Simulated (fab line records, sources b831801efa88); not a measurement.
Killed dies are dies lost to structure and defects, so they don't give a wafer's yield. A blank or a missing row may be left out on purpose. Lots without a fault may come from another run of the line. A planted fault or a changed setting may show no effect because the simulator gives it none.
Which tool did it? | flow gf180mcu | 12 lots, 36 wafers sampled, at 6 steps of a route of 602

WHAT THE GAUGES READ, wafer by wafer
GF_M5_OVL_MEAS_08.
lot  | measured     | on         | M5_OVL (nm)
L362 | day 26 08:20 | overlay-02 | -4 -2 -2
L363 | day 26 20:59 | overlay-02 | -12 -10 -11
L364 | day 26 23:14 | overlay-01 | 2 3 1
L365 | day 27 09:56 | overlay-01 | -1 0 -2
L366 | day 27 13:42 | overlay-02 | 1 -3 -8
L373 | day 29 20:04 | overlay-02 | -6 -9 -6
L377 | day 31 02:45 | overlay-01 | 9 -5 6
L378 | day 31 05:48 | overlay-02 | -4 1 -5
L379 | day 31 16:49 | overlay-02 | 3 -1 -2
L380 | day 31 17:05 | overlay-02 | -3 3 1
L381 | day 31 21:08 | overlay-01 | -3 -4 -4
L383 | day 32 09:56 | overlay-01 | -6 -9 -12

GF_V5_OVL_MEAS_15.
lot  | measured     | on         | V5_OVL (nm)
L362 | day 27 06:02 | overlay-01 | -3 3 3
L363 | day 27 18:38 | overlay-01 | 12 13 13
L364 | day 27 21:17 | overlay-01 | -4 -5 -2
L365 | day 28 06:16 | overlay-01 | 6 3 4
L366 | day 28 11:35 | overlay-02 | -3 6 4
L373 | day 30 15:34 | overlay-01 | -7 -1 -5
L377 | day 31 20:47 | overlay-02 | -1 1 2
L378 | day 32 00:59 | overlay-01 | 6 1 2
L379 | day 32 10:34 | overlay-01 | 0 0 2
L380 | day 32 11:14 | overlay-02 | 3 -3 -2
L381 | day 32 15:21 | overlay-02 | 1 -3 -1
L383 | day 33 03:49 | overlay-01 | 11 14 7

GF_TOP_METAL_RS_MEAS_05: measures by four-point-probe.
lot  | measured     | on            | TOP_METAL_ALCU_RS (ohm/sq)
L362 | day 27 08:04 | film_metro-02 | 0.0325 0.0325 0.0325
L363 | day 27 20:16 | film_metro-04 | 0.0331 0.0326 0.0322
L364 | day 27 22:56 | film_metro-01 | 0.0331 0.0331 0.0335
L365 | day 28 08:01 | film_metro-02 | 0.0331 0.0325 0.0325
L366 | day 28 13:16 | film_metro-02 | 0.0332 0.0335 0.0330
L373 | day 30 17:13 | film_metro-02 | 0.0464 0.0321 0.0327
L377 | day 31 22:28 | film_metro-02 | 0.0334 0.0340 0.0336
L378 | day 32 02:38 | film_metro-01 | 0.0334 0.0324 0.0326
L379 | day 32 12:43 | film_metro-02 | 0.0326 0.0327 0.0328
L380 | day 32 12:56 | film_metro-04 | 0.0330 0.0333 0.0334
L381 | day 32 17:00 | film_metro-02 | 0.0330 0.0337 0.0327
L383 | day 33 05:28 | film_metro-04 | 0.0327 0.0327 0.0326

GF_TOP_METAL_THK_MEAS_06: measures by xrf.
lot  | measured     | on            | TOP_METAL_ALCU_THK (nm)
L362 | day 27 08:11 | film_metro-02 | 894 891 893
L363 | day 27 20:23 | film_metro-04 | 889 907 915
L364 | day 27 23:04 | film_metro-01 | 888 884 874
L365 | day 28 08:08 | film_metro-02 | 879 896 895
L366 | day 28 13:22 | film_metro-02 | 876 866 883
L373 | day 30 17:20 | film_metro-02 | 625 902 885
L377 | day 31 22:34 | film_metro-02 | 872 853 861
L378 | day 32 02:44 | film_metro-01 | 879 907 901
L379 | day 32 12:50 | film_metro-02 | 892 888 887
L380 | day 32 13:03 | film_metro-04 | 887 880 875
L381 | day 32 17:07 | film_metro-02 | 883 864 889
L383 | day 33 05:35 | film_metro-04 | 896 897 896

WHICH TOOL RAN EACH LOT (tool, then ch and the chambers of the sampled wafers, then the start)
lot  | GF_TOP_METAL_SPUTTER_02      | GF_TOP_METAL_SPUTTER_04
L362 | pvd_sputter-02, day 27 07:58 | pvd_sputter-02, day 27 08:02
L363 | pvd_sputter-01, day 27 20:10 | pvd_sputter-01, day 27 20:14
L364 | pvd_sputter-02, day 27 22:51 | pvd_sputter-02, day 27 22:55
L365 | pvd_sputter-01, day 28 07:56 | pvd_sputter-01, day 28 07:59
L366 | pvd_sputter-02, day 28 13:08 | pvd_sputter-02, day 28 13:11
L373 | pvd_sputter-02, day 30 17:07 | pvd_sputter-02, day 30 17:11
L377 | pvd_sputter-01, day 31 22:20 | pvd_sputter-01, day 31 22:23
L378 | pvd_sputter-01, day 32 02:31 | pvd_sputter-01, day 32 02:35
L379 | pvd_sputter-01, day 32 12:38 | pvd_sputter-01, day 32 12:41
L380 | pvd_sputter-04, day 32 12:47 | pvd_sputter-04, day 32 12:51
L381 | pvd_sputter-01, day 32 16:53 | pvd_sputter-01, day 32 16:57
L383 | pvd_sputter-01, day 33 05:22 | pvd_sputter-01, day 33 05:26
- GF_TOP_METAL_SPUTTER_02: material AlCu, target thk 900 nm, time 47.82 s.
- GF_TOP_METAL_SPUTTER_04: material TiN, target thk 25 nm, time 20.8 s.

WHAT THE TOOLS THEMSELVES READ (means of the sampled wafers that have a number; where no wafer has one, the mark that the record gives instead)
GF_TOP_METAL_SPUTTER_02.
lot  | tool           | cathode_dc_power_W (W) | throttle_valve_pct (%)
L362 | pvd_sputter-02 | 10598                  | 29.0
L363 | pvd_sputter-01 | 10600                  | 30.3
L364 | pvd_sputter-02 | 10598                  | 29.1
L365 | pvd_sputter-01 | 10600                  | 30.3
L366 | pvd_sputter-02 | 10600                  | 29.6
L373 | pvd_sputter-02 | 10601                  | 28.8
L377 | pvd_sputter-01 | 10600                  | 30.2
L378 | pvd_sputter-01 | 10599                  | 30.2
L379 | pvd_sputter-01 | 10601                  | 30.3
L380 | pvd_sputter-04 | 10601                  | 29.5
L381 | pvd_sputter-01 | 10599                  | 29.9
L383 | pvd_sputter-01 | 10598                  | 30.3

GF_TOP_METAL_SPUTTER_04.
lot  | tool           | cathode_dc_power_W (W) | throttle_valve_pct (%)
L362 | pvd_sputter-02 | 6499.9                 | 29.0
L363 | pvd_sputter-01 | 6499.7                 | 30.1
L364 | pvd_sputter-02 | 6500.5                 | 29.1
L365 | pvd_sputter-01 | 6501.4                 | 30.3
L366 | pvd_sputter-02 | 6498.7                 | 29.6
L373 | pvd_sputter-02 | 6498.6                 | 29.0
L377 | pvd_sputter-01 | 6498.1                 | 30.2
L378 | pvd_sputter-01 | 6500.4                 | 30.1
L379 | pvd_sputter-01 | 6499.8                 | 30.4
L380 | pvd_sputter-04 | 6499.3                 | 29.6
L381 | pvd_sputter-01 | 6501.1                 | 29.7
L383 | pvd_sputter-01 | 6500.2                 | 30.4

THE ANSWER, worked out from the rows above alone
Rule: what is usual is taken from the lots themselves. Put in order of their means at a reading, lots are off if they are a third of the lots or fewer, leave a main group of 4 or more, and stand apart from it by a gap of 3 or more times the standard deviation of the main group's means; of several such gaps the widest counts. A main group whose means are all the same, to the digits that the tables above print for the reading, isn't used. A lot without any number at a reading at which 4 lots or more have one is off too. The other lots that the step has rows for count as sound. The gauges are gone through in route order, then the tools' own readings, and for those a lot's mean is taken as printed above. The first step at which some lot is off is used, and at that step the reading that is off furthest; a lot without a number counts as furthest.
Off: L373, at GF_TOP_METAL_RS_MEAS_05 (TOP_METAL_ALCU_RS). The main group: mean 0.0330 ohm/sq, standard deviation 0.00035.
A tool fits if, at a process step before that reading, it ran every lot that is off, and no sound lot after the first of them. The gauges at GF_TOP_METAL_RS_MEAS_05 are tried like those tools. One fits: pvd_sputter-02 at GF_TOP_METAL_SPUTTER_02 and GF_TOP_METAL_SPUTTER_04. At GF_TOP_METAL_SPUTTER_02 its last sound lot is L366 (day 28 13:08), its first lot that is off L373 (day 30 17:07): a fault that began between those two fits.

WHAT THE SIMULATOR HAD PUT IN
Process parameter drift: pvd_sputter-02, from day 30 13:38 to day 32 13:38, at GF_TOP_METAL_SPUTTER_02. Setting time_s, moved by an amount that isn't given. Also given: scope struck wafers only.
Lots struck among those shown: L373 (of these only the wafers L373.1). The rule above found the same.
